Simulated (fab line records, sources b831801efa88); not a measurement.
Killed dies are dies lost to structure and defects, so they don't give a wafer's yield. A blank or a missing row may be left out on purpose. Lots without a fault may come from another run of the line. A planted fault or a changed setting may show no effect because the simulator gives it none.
Tool commonality check | flow gf180mcu | 13 lots, 39 wafers sampled

WHY IT WAS OPENED
At GF_STI_THK_MEAS_04 the reading STI_CVD_03_THK is flagged on 3 of 13 lots. Wafers without a fault read 207.0 nm, standard deviation 2.4.
Rule: a lot is flagged when every wafer of it that has a number lies more than 4 standard deviations from that mean, or none has a number. The other lots count as sound.

lot  | measured    | on            | STI_CVD_03_THK (nm), wafer by wafer | flag
L227 | day 1 15:50 | film_metro-03 | 411.8 410.1 410.3                   | FLAGGED
L228 | day 1 18:34 | film_metro-03 | 205.6 206.5 205.4                   |
L229 | day 2 02:05 | film_metro-04 | 417.4 417.6 417.8                   | FLAGGED
L230 | day 2 04:34 | film_metro-03 | 206.9 208.6 206.0                   |
L231 | day 2 10:09 | film_metro-04 | 205.2 204.7 204.5                   |
L232 | day 2 16:43 | film_metro-03 | 415.2 414.0 416.4                   | FLAGGED
L233 | day 2 19:35 | film_metro-03 | 211.9 211.1 209.9                   |
L244 | day 5 02:34 | film_metro-01 | 211.7 208.8 210.1                   |
L245 | day 5 07:34 | film_metro-03 | 209.3 211.1 210.3                   |
L246 | day 5 15:02 | film_metro-03 | 208.4 206.4 207.8                   |
L248 | day 5 22:35 | film_metro-04 | 205.6 203.7 205.5                   |
L249 | day 6 03:56 | film_metro-03 | 205.3 204.6 202.9                   |
L250 | day 6 08:34 | film_metro-04 | 203.2 203.9 205.1                   |
The numbers of the flagged lots are 414.5 nm on average: +207.5 nm against the usual, or +86 standard deviations.

WHICH TOOL RAN EACH LOT
The record holds 1 process step before the reading, out of a route of 602 steps. In each cell: the tool, then ch and the chambers that the sampled wafers went through, then the start.
lot  | flag    | GF_STI_CVD_03
L227 | FLAGGED | lpcvd-02 ch 0, day 1 11:41
L228 |         | lpcvd-02 ch 0, day 1 16:34
L229 | FLAGGED | lpcvd-01 ch 1, day 1 21:36 and lpcvd-02 ch 1, day 2 00:07
L230 |         | lpcvd-02 ch 1, day 2 02:34
L231 |         | lpcvd-02 ch 0, day 2 08:10
L232 | FLAGGED | lpcvd-01 ch 0, day 2 12:34
L233 |         | lpcvd-01 ch 1, day 2 17:34
L244 |         | lpcvd-02 ch 0, day 5 00:34
L245 |         | lpcvd-02 ch 0, day 5 05:34
L246 |         | lpcvd-01 ch 0, day 5 10:34
L248 |         | lpcvd-02 ch 0, day 5 20:34
L249 |         | lpcvd-01 ch 0, day 6 01:56
L250 |         | lpcvd-01 ch 0, day 6 06:34
What these steps do:
- GF_STI_CVD_03: deposits Si3N4 from DCS/NH3, target thk 207.16 nm, time 3551 s.
- GF_STI_THK_MEAS_04

FLAGGED OVER TOTAL, TOOL BY TOOL (the gauges that took the reading come last)
step               | tool          | lots run | flagged | share of the flagged lots | sound lots run after its first flagged lot
GF_STI_CVD_03      | lpcvd-01      | 6        | 2       | some                      | 4 (L233,L246,L249,L250)
GF_STI_CVD_03      | lpcvd-02      | 8        | 2       | some                      | 6 (L228,L230,L231,L244,L245,L248)
GF_STI_THK_MEAS_04 | film_metro-01 | 1        | 0       | none                      | -
GF_STI_THK_MEAS_04 | film_metro-03 | 8        | 2       | some                      | 6 (L228,L230,L233,L245,L246,L249)
GF_STI_THK_MEAS_04 | film_metro-04 | 4        | 1       | some                      | 3 (L231,L248,L250)

WHAT THE TABLE ALLOWS
No row of the table ran every flagged lot.

WHAT THE SIMULATOR HAD PUT IN
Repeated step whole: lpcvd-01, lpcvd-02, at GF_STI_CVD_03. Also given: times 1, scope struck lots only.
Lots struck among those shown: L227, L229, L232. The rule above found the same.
